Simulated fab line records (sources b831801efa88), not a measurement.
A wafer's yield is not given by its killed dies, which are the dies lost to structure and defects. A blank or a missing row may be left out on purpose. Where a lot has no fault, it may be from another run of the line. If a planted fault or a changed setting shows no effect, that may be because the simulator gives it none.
Chamber matching | flow sky130 | 4 sister chambers for SKY_LI_CONTACT_ETCH_15 on rie_diel-04
The step etches PSG in C4F8/O2/Ar, stops on Si, target depth 600 nm. 4 wafers are shown with their chamber, then 9 later ones without.

## WAFERS PAIRED WITH THEIR CHAMBERS
wafer  | chamber | oes_product_au (a.u.)
L084.3 | 2       | 0.838
L085.2 | 3       | 0.844
L085.3 | 1       | 0.837
L085.4 | 0       | 0.838

## WAFERS MISSING THEIR CHAMBER
wafer  | oes_product_au (a.u.)
L090.3 | 0.838
L090.4 | 0.839
L090.5 | 0.846
L096.1 | 0.839
L096.2 | 0.843
L096.4 | 0.827
L097.1 | 0.838
L097.4 | 0.835
L097.5 | 0.836

## EACH ONE'S CHAMBER
wafer  | from the rows above               | in truth
L090.3 | can't be placed: 0 or 2 or 1 or 3 | 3
L090.4 | can't be placed: 0 or 2 or 1 or 3 | 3
L090.5 | can't be placed: 3 or 0 or 2 or 1 | 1
L096.1 | can't be placed: 0 or 2 or 1 or 3 | 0
L096.2 | can't be placed: 3 or 0 or 2 or 1 | 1
L096.4 | can't be placed: 1 or 0 or 2 or 3 | 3
L097.1 | can't be placed: 0 or 2 or 1 or 3 | 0
L097.4 | can't be placed: 1 or 0 or 2 or 3 | 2
L097.5 | can't be placed: 1 or 0 or 2 or 3 | 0
Correctly placed: 0 of 9. From these rows, 9 cannot be placed; in 9 the true chamber is one of the candidates. 0 placed wrongly.
How it was worked out, from the rows above alone: a wafer's distance from a chamber is the root of the sum, over the readings, of the square of ((its reading less the chamber's mean) divided by the reading's scatter). The wafer belongs to the nearest chamber; if the next one is less than 2 further off, it can't be placed. A chamber's mean is the mean of its shown wafers. The scatter: root of mean squared gap, hidden wafer to nearest shown wafer, with one shown wafer a chamber.
